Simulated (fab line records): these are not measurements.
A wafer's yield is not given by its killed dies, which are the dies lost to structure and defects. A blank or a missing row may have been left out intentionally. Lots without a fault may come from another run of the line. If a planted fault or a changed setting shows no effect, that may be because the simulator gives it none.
Which tool was responsible?	flow sky130	Sampling: 13 lots, 39 wafers, 4 of 708 route steps

WHAT THE GAUGES READ, wafer by wafer
SKY_GATE_OXIDE_THK_MEAS_02. Usual: GATE_OXIDE_OXIDATION_00_THK 10.21 nm, standard deviation 0.18.
lot	measured	on	GATE_OXIDE_OXIDATION_00_THK (nm)	flag
L643	day 13 02:28	film_metro-04	9.86 9.77 10.07	
L645	day 13 18:00	film_metro-04	10.02 9.92 9.92	
L646	day 14 04:23	film_metro-01	10.64 10.44 10.46	
L647	day 14 10:46	film_metro-03	10.09 10.01 10.16	
L648	day 14 16:05	film_metro-03	10.33 10.24 10.17	
L649	day 14 19:01	film_metro-04	10.18 10.35 10.38	
L650	day 15 06:05	film_metro-01	10.30 10.06 10.24	
L651	day 15 15:45	film_metro-03	10.30 10.47 10.33	
L660	day 18 22:46	film_metro-04	10.46 10.42 10.55	
L662	day 19 22:37	film_metro-01	10.08 10.14 10.10	
L663	day 19 23:31	film_metro-04	10.06 10.38 10.35	
L664	day 20 10:32	film_metro-04	10.06 10.38 10.35	
L665	day 20 13:19	film_metro-04	10.14 10.38 10.17	

SKY_POLY_GATE_OVL_MEAS_14. Usual: POLY_GATE_OVL 1 nm, standard deviation 4.6.
lot	measured	on	POLY_GATE_OVL (nm)	flag
L643	day 16 19:25	overlay-01	3 -2 0	
L645	day 17 10:17	overlay-01	0 1 2	
L646	day 17 21:30	overlay-01	-6 8 0	
L647	day 18 05:42	overlay-01	3 3 6	
L648	day 18 10:59	overlay-01	4 10 9	
L649	day 18 13:15	overlay-02	2 2 1	
L650	day 19 06:49	overlay-01	2 -1 6	
L651	day 19 12:22	overlay-02	-5 -5 -8	
L660	day 23 03:32	overlay-01	1 -3 7	
L662	day 23 22:45	overlay-01	-1 -3 2	
L663	day 25 05:07	overlay-02	-4 1 2	
L664	day 25 05:28	overlay-02	1 -1 -1	
L665	day 25 05:33	overlay-01	-1 -3 -3	

SKY_LDD_N_OVL_MEAS_07. Usual: LDD_N_OVL 0.1 nm, standard deviation 1.2.
lot	measured	on	LDD_N_OVL (nm)	flag
L643	day 18 04:29	overlay-01	0.2 -0.9 -0.7	
L645	day 18 17:29	overlay-01	1.9 2.3 0.6	
L646	day 19 07:35	overlay-02	-0.6 -1.1 -0.8	
L647	day 19 13:53	overlay-01	-0.7 -0.3 -0.1	
L648	day 19 20:26	overlay-01	-0.7 -0.7 -1.5	
L649	day 19 23:19	overlay-01	1.4 1.1 -0.6	
L650	day 20 15:33	overlay-01	-0.5 -0.2 0.6	
L651	day 20 20:23	overlay-02	0.8 1.7 1.5	
L660	day 24 09:34	overlay-01	1.0 0.5 0.2	
L662	day 25 06:05	overlay-02	-1.6 -1.6 -1.4	
L663	day 26 13:29	overlay-02	-0.3 0.4 1.3	
L664	day 26 13:11	overlay-02	1.9 2.5 1.0	
L665	day 26 13:36	overlay-02	-0.8 -1.7 -1.6	

EACH LOT AND THE TOOL THAT RAN IT (in order: tool; ch and the chambers of the sampled wafers; start)
lot	SKY_POLY_GATE_ETCH_17
L643	rie_si-01 ch 0,1,2, day 16 19:37
L645	rie_si-01 ch 0,1,2, day 17 10:29
L646	rie_si-01 ch 0,1,2, day 17 21:43
L647	rie_si-01 ch 0,1,2, day 18 05:55
L648	rie_si-01 ch 0,3, day 18 11:11
L649	rie_si-01 ch 0,2,3, day 18 13:28
L650	rie_si-01 ch 0,3, day 19 07:01
L651	rie_si-01 ch 0,1,2, day 19 12:34
L660	rie_si-02 ch 0,1, day 23 03:44
L662	rie_si-01 ch 0,1,3, day 23 22:58
L663	rie_si-02 ch 0,3, day 25 05:20
L664	rie_si-01 ch 0,2,3, day 25 05:41
L665	rie_si-02 ch 2,3, day 25 05:46
- SKY_POLY_GATE_ETCH_17: etches poly-Si in HBr/Cl2, stops on SiO2, target depth 180 nm, time 70.5 s.

WHAT THE TOOLS THEMSELVES READ (means of the sampled wafers that have a number; where no wafer has one, the mark that the record gives instead)
SKY_POLY_GATE_ETCH_17. Usual: drypump_motor_current_A 5.7 A, standard deviation 0.49; oes_product_au 0.985 a.u., standard deviation 0.0063; rf_fwd_power_W 397.1 W, standard deviation 1.5; run_length_s 98.8 s, standard deviation 0.53; throttle_valve_pct 33.684 %, standard deviation 0.0093.
lot	tool	drypump_motor_current_A (A)	oes_product_au (a.u.)	rf_fwd_power_W (W)	run_length_s (s)	throttle_valve_pct (%)	flag
L643	rie_si-01	5.8	0.983	398.1	98.8	33.678	
L645	rie_si-01	5.8	0.977	397.0	98.7	33.682	
L646	rie_si-01	5.8	0.983	398.1	98.7	33.691	
L647	rie_si-01	5.8	0.982	397.8	98.5	33.683	
L648	rie_si-01	5.7	0.978	398.3	98.9	33.695	
L649	rie_si-01	5.6	0.983	397.4	98.8	33.688	
L650	rie_si-01	5.7	0.970	397.7	101.4	33.691	OFF
L651	rie_si-01	5.8	0.970	397.9	101.0	33.684	OFF
L660	rie_si-02	5.5	0.995	395.6	99.4	33.680	
L662	rie_si-01	5.9	0.991	397.6	99.1	33.681	
L663	rie_si-02	5.4	0.986	395.0	98.9	33.684	
L664	rie_si-01	5.6	0.987	398.3	98.8	33.682	
L665	rie_si-02	5.9	0.982	396.2	98.0	33.683	

THE ANSWER, worked out from the rows above alone
Rule: lot off if the mean of its wafers having a number is beyond 3 standard deviations from the usual mean. Also off: a lot with no number at a reading for which 4 or more lots have one. Any other lot the step has rows for is counted as sound. First the gauges in route order, then the tools' own readings, where a lot's mean is used as printed above. At the first step where some lot is off, the reading lying furthest off is the one used; lots without a number count as furthest.
Off at SKY_POLY_GATE_ETCH_17 (run_length_s): L650, L651.
A tool fits if, at that step or a process step before it, it ran every lot that is off, and no sound lot after the first of them. No candidate that was tried fits.

WHAT THE SIMULATOR HAD INSERTED
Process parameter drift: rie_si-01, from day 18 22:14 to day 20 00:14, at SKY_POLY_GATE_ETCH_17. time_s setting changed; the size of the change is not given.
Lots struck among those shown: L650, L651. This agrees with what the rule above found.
